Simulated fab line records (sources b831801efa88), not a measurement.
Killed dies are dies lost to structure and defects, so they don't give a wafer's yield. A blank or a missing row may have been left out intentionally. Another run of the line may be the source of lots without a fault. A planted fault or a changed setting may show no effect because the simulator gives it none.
What tool caused it? :: flow gf180mcu :: 13 lots, 36 wafers sampled, at 5 steps of a route of 602

## WHAT THE GAUGES READ, wafer by wafer
GF_VT_IMPLANT_TW_MEAS_10. Usual: VT_IMPLANT_TW 568, standard deviation 3.4.
lot: L285
measured: day 5 18:19
on: film-metro-04
VT_IMPLANT_TW: 572 570 571
flag: 

lot: L286
measured: day 5 22:09
on: film-metro-01
VT_IMPLANT_TW: 566 566 565
flag: 

lot: L287
measured: day 6 03:01
on: film-metro-02
VT_IMPLANT_TW: 564 563 564
flag: 

lot: L289
measured: day 6 20:07
on: film-metro-02
VT_IMPLANT_TW: 565 563 564
flag: 

lot: L291
measured: day 7 06:36
on: film-metro-01
VT_IMPLANT_TW: 568 572 568
flag: 

lot: L295
measured: day 8 06:05
on: film-metro-04
VT_IMPLANT_TW: 573 572
flag: 

lot: L296
measured: day 8 12:56
on: film-metro-02
VT_IMPLANT_TW: 560 561
flag: 

lot: L300
measured: day 9 13:24
on: film-metro-02
VT_IMPLANT_TW: 567 566
flag: 

lot: L302
measured: day 10 01:13
on: film-metro-02
VT_IMPLANT_TW: 565 566 565
flag: 

lot: L303
measured: day 10 07:43
on: film-metro-01
VT_IMPLANT_TW: 569 573 569
flag: 

lot: L304
measured: day 10 14:55
on: film-metro-04
VT_IMPLANT_TW: 569 569 569
flag: 

lot: L307
measured: day 11 13:37
on: film-metro-01
VT_IMPLANT_TW: 571 568 569
flag: 

lot: L308
measured: day 11 15:54
on: film-metro-04
VT_IMPLANT_TW: 574 572 571
flag: 

GF_PSD_CD_MEAS_07: the cd target is 400 nm. Usual: cd-nm reads 399.8 nm (standard deviation 2.2).
lot: L285
measured: day 14 03:15
on: cd-sem-02
cd-nm (nm): 396.0 397.6 397.1
flag: 

lot: L286
measured: day 14 13:42
on: cd-sem-02
cd-nm (nm): 402.2 397.7 396.8
flag: 

lot: L287
measured: day 14 21:47
on: cd-sem-01
cd-nm (nm): 397.7 395.8 393.7
flag: 

lot: L289
measured: day 16 00:03
on: cd-sem-02
cd-nm (nm): 398.9 398.7 398.7
flag: 

lot: L291
measured: day 16 13:38
on: cd-sem-01
cd-nm (nm): 401.4 402.4 402.1
flag: 

lot: L295
measured: day 18 11:12
on: cd-sem-02
cd-nm (nm): 397.6 399.3
flag: 

lot: L296
measured: day 18 18:06
on: cd-sem-01
cd-nm (nm): 398.6 398.3
flag: 

lot: L300
measured: day 19 18:59
on: cd-sem-02
cd-nm (nm): 398.7 399.3
flag: 

lot: L302
measured: day 20 15:31
on: cd-sem-02
cd-nm (nm): 398.5 397.6 399.4
flag: 

lot: L303
measured: day 20 15:51
on: cd-sem-01
cd-nm (nm): 402.2 399.4 400.2
flag: 

lot: L304
measured: day 21 01:54
on: cd-sem-02
cd-nm (nm): 398.6 398.8 399.1
flag: 

lot: L307
measured: day 22 06:32
on: cd-sem-02
cd-nm (nm): 400.5 401.9 400.7
flag: 

lot: L308
measured: day 22 08:49
on: cd-sem-01
cd-nm (nm): 401.0 398.5 398.8
flag: 

GF_PSD_RS_MEAS_14: measurement is done with a four-point probe. Usual: NSD_RS 46.14 ohm/sq, standard deviation 0.089.
lot: L285
measured: day 14 03:51
on: film-metro-02
NSD_RS (ohm/sq): 46.17 46.13 46.26
flag: 

lot: L286
measured: day 14 14:18
on: film-metro-02
NSD_RS (ohm/sq): 46.21 46.25 46.29
flag: 

lot: L287
measured: day 14 22:23
on: film-metro-01
NSD_RS (ohm/sq): 46.20 46.00 46.13
flag: 

lot: L289
measured: day 16 00:39
on: film-metro-01
NSD_RS (ohm/sq): 46.09 46.21 46.13
flag: 

lot: L291
measured: day 16 14:14
on: film-metro-01
NSD_RS (ohm/sq): 46.00 46.04 46.07
flag: 

lot: L295
measured: day 18 11:47
on: film-metro-04
NSD_RS (ohm/sq): 46.03 45.04
flag: OFF

lot: L296
measured: day 18 18:47
on: film-metro-01
NSD_RS (ohm/sq): 46.24 45.11
flag: OFF

lot: L300
measured: day 19 19:35
on: film-metro-01
NSD_RS (ohm/sq): 46.03 45.09
flag: OFF

lot: L302
measured: day 20 16:07
on: film-metro-04
NSD_RS (ohm/sq): 46.23 46.09 46.28
flag: 

lot: L303
measured: day 20 16:28
on: film-metro-04
NSD_RS (ohm/sq): 46.09 46.19 45.96
flag: 

lot: L304
measured: day 21 02:30
on: film-metro-02
NSD_RS (ohm/sq): 46.23 46.01 46.20
flag: 

lot: L307
measured: day 22 07:08
on: film-metro-01
NSD_RS (ohm/sq): 46.14 46.05 46.18
flag: 

lot: L308
measured: day 22 09:25
on: film-metro-01
NSD_RS (ohm/sq): 46.08 46.04 46.07
flag: 

## EACH LOT AND THE TOOL THAT RAN IT (in order: tool; ch and the chambers of the sampled wafers; start)
lot: L285
GF_NSD_IMPLANT_09: implanter-01 ch 0, day 13 05:29
GF_NSD_STRIP_11: plasma-asher-03 ch 0,1, day 13 05:46

lot: L286
GF_NSD_IMPLANT_09: implanter-01 ch 0, day 13 16:43
GF_NSD_STRIP_11: plasma-asher-03 ch 0,1, day 13 17:00

lot: L287
GF_NSD_IMPLANT_09: implanter-02 ch 0, day 14 00:21
GF_NSD_STRIP_11: plasma-asher-03 ch 0,1, day 14 00:38

lot: L289
GF_NSD_IMPLANT_09: implanter-03 ch 0, day 15 02:17
GF_NSD_STRIP_11: plasma-asher-01 ch 0,1, day 15 02:34

lot: L291
GF_NSD_IMPLANT_09: implanter-01 ch 0, day 15 15:34
GF_NSD_STRIP_11: plasma-asher-01 ch 0,1, day 15 15:51

lot: L295
GF_NSD_IMPLANT_09: implanter-01 ch 0, day 17 11:36
GF_NSD_STRIP_11: plasma-asher-02 ch 0, day 17 11:54

lot: L296
GF_NSD_IMPLANT_09: implanter-01 ch 0, day 17 18:43
GF_NSD_STRIP_11: plasma-asher-02 ch 0,1, day 17 19:01

lot: L300
GF_NSD_IMPLANT_09: implanter-01 ch 0, day 18 18:09
GF_NSD_STRIP_11: plasma-asher-01 ch 0,1, day 18 18:27

lot: L302
GF_NSD_IMPLANT_09: implanter-02 ch 0, day 19 14:32
GF_NSD_STRIP_11: plasma-asher-03 ch 0,1, day 19 14:48

lot: L303
GF_NSD_IMPLANT_09: implanter-03 ch 0, day 19 15:04
GF_NSD_STRIP_11: plasma-asher-01 ch 0,1, day 19 15:20

lot: L304
GF_NSD_IMPLANT_09: implanter-03 ch 0, day 20 00:56
GF_NSD_STRIP_11: plasma-asher-02 ch 0,1, day 20 01:12

lot: L307
GF_NSD_IMPLANT_09: implanter-03 ch 0, day 21 06:36
GF_NSD_STRIP_11: plasma-asher-03 ch 0,1, day 21 06:53

lot: L308
GF_NSD_IMPLANT_09: implanter-01 ch 0, day 21 08:43
GF_NSD_STRIP_11: plasma-asher-03 ch 0,1, day 21 08:59
- GF_NSD_IMPLANT_09
- GF_NSD_STRIP_11: strips in O2/N2.

## AS READ BY THE TOOLS THEMSELVES (means over the sampled wafers that have a number; for cases with no such wafer, the mark the record gives instead)
GF_NSD_IMPLANT_09. Usual: beam-on-s 19.2 s, standard deviation 1; faraday-current-uA 11454, standard deviation 590.
lot: L285
tool: implanter-01
beam-on-s (s): 20.1
faraday-current-uA: 10911
flag: 

lot: L286
tool: implanter-01
beam-on-s (s): 20.6
faraday-current-uA: 10656
flag: 

lot: L287
tool: implanter-02
beam-on-s (s): 18.7
faraday-current-uA: 11693
flag: 

lot: L289
tool: implanter-03
beam-on-s (s): 18.3
faraday-current-uA: 11983
flag: 

lot: L291
tool: implanter-01
beam-on-s (s): 20.4
faraday-current-uA: 10811
flag: 

lot: L295
tool: implanter-01
beam-on-s (s): 22.4
faraday-current-uA: 9846
flag: OFF

lot: L296
tool: implanter-01
beam-on-s (s): 22.6
faraday-current-uA: 9810
flag: OFF

lot: L300
tool: implanter-01
beam-on-s (s): 22.5
faraday-current-uA: 9823
flag: OFF

lot: L302
tool: implanter-02
beam-on-s (s): 19.2
faraday-current-uA: 11451
flag: 

lot: L303
tool: implanter-03
beam-on-s (s): 17.4
faraday-current-uA: 12566
flag: 

lot: L304
tool: implanter-03
beam-on-s (s): 17.9
faraday-current-uA: 12224
flag: 

lot: L307
tool: implanter-03
beam-on-s (s): 18.1
faraday-current-uA: 12101
flag: 

lot: L308
tool: implanter-01
beam-on-s (s): 20.3
faraday-current-uA: 10830
flag: 

GF_NSD_STRIP_11. Usual: drypump-motor-current-A 5.6 A, standard deviation 0.41; heater-power-w 331 W, standard deviation 38; oes-product-au 0.487 a.u., standard deviation 0.005; strip-time-to-endpoint-s 22.97 s, standard deviation 0.036.
lot: L285
tool: plasma-asher-03
drypump-motor-current-A (A): 5.4
heater-power-w (W): 353
oes-product-au (a.u.): 0.487
strip-time-to-endpoint-s (s): 22.93
flag: 

lot: L286
tool: plasma-asher-03
drypump-motor-current-A (A): 5.2
heater-power-w (W): 336
oes-product-au (a.u.): 0.487
strip-time-to-endpoint-s (s): 22.92
flag: 

lot: L287
tool: plasma-asher-03
drypump-motor-current-A (A): 5.2
heater-power-w (W): 333
oes-product-au (a.u.): 0.486
strip-time-to-endpoint-s (s): 22.98
flag: 

lot: L289
tool: plasma-asher-01
drypump-motor-current-A (A): 5.4
heater-power-w (W): 291
oes-product-au (a.u.): 0.487
strip-time-to-endpoint-s (s): 22.97
flag: 

lot: L291
tool: plasma-asher-01
drypump-motor-current-A (A): 5.4
heater-power-w (W): 288
oes-product-au (a.u.): 0.486
strip-time-to-endpoint-s (s): 22.92
flag: 

lot: L295
tool: plasma-asher-02
drypump-motor-current-A (A): 6.1
heater-power-w (W): 336
oes-product-au (a.u.): 0.483
strip-time-to-endpoint-s (s): 23.39
flag: OFF

lot: L296
tool: plasma-asher-02
drypump-motor-current-A (A): 6.1
heater-power-w (W): 358
oes-product-au (a.u.): 0.484
strip-time-to-endpoint-s (s): 23.33
flag: OFF

lot: L300
tool: plasma-asher-01
drypump-motor-current-A (A): 5.4
heater-power-w (W): 300
oes-product-au (a.u.): 0.479
strip-time-to-endpoint-s (s): 23.36
flag: OFF

lot: L302
tool: plasma-asher-03
drypump-motor-current-A (A): 5.4
heater-power-w (W): 347
oes-product-au (a.u.): 0.486
strip-time-to-endpoint-s (s): 22.94
flag: 

lot: L303
tool: plasma-asher-01
drypump-motor-current-A (A): 5.4
heater-power-w (W): 303
oes-product-au (a.u.): 0.491
strip-time-to-endpoint-s (s): 22.93
flag: 

lot: L304
tool: plasma-asher-02
drypump-motor-current-A (A): 6.2
heater-power-w (W): 368
oes-product-au (a.u.): 0.484
strip-time-to-endpoint-s (s): 23.00
flag: 

lot: L307
tool: plasma-asher-03
drypump-motor-current-A (A): 5.2
heater-power-w (W): 333
oes-product-au (a.u.): 0.479
strip-time-to-endpoint-s (s): 23.02
flag: 

lot: L308
tool: plasma-asher-03
drypump-motor-current-A (A): 5.2
heater-power-w (W): 332
oes-product-au (a.u.): 0.486
strip-time-to-endpoint-s (s): 23.00
flag: 

## THE ANSWER, worked out from the rows above alone
Rule: a lot is off if the mean of its wafers that have a number lies more than 3 standard deviations from the usual mean. Also off: a lot with no number at a reading for which 4 or more lots have one. The other lots that the step has rows for count as sound. First the gauges in route order, then the tools' own readings, where a lot's mean is used as printed above. The first step at which some lot is off is used, and at that step the reading that is off furthest; a lot without a number counts as furthest.
Off: L295, L296, L300, seen at GF_PSD_RS_MEAS_14 (NSD_RS).
If a tool, at a process step before that reading, ran all the lots that are off and no sound lot after the first of them, it fits. Not tried: the gauges at GF_PSD_RS_MEAS_14; whatever is off there is also off at GF_NSD_IMPLANT_09, on other tools, and gauge error can't account for it. Of those tried, none fits.

## WHAT THE SIMULATOR HAD PUT IN
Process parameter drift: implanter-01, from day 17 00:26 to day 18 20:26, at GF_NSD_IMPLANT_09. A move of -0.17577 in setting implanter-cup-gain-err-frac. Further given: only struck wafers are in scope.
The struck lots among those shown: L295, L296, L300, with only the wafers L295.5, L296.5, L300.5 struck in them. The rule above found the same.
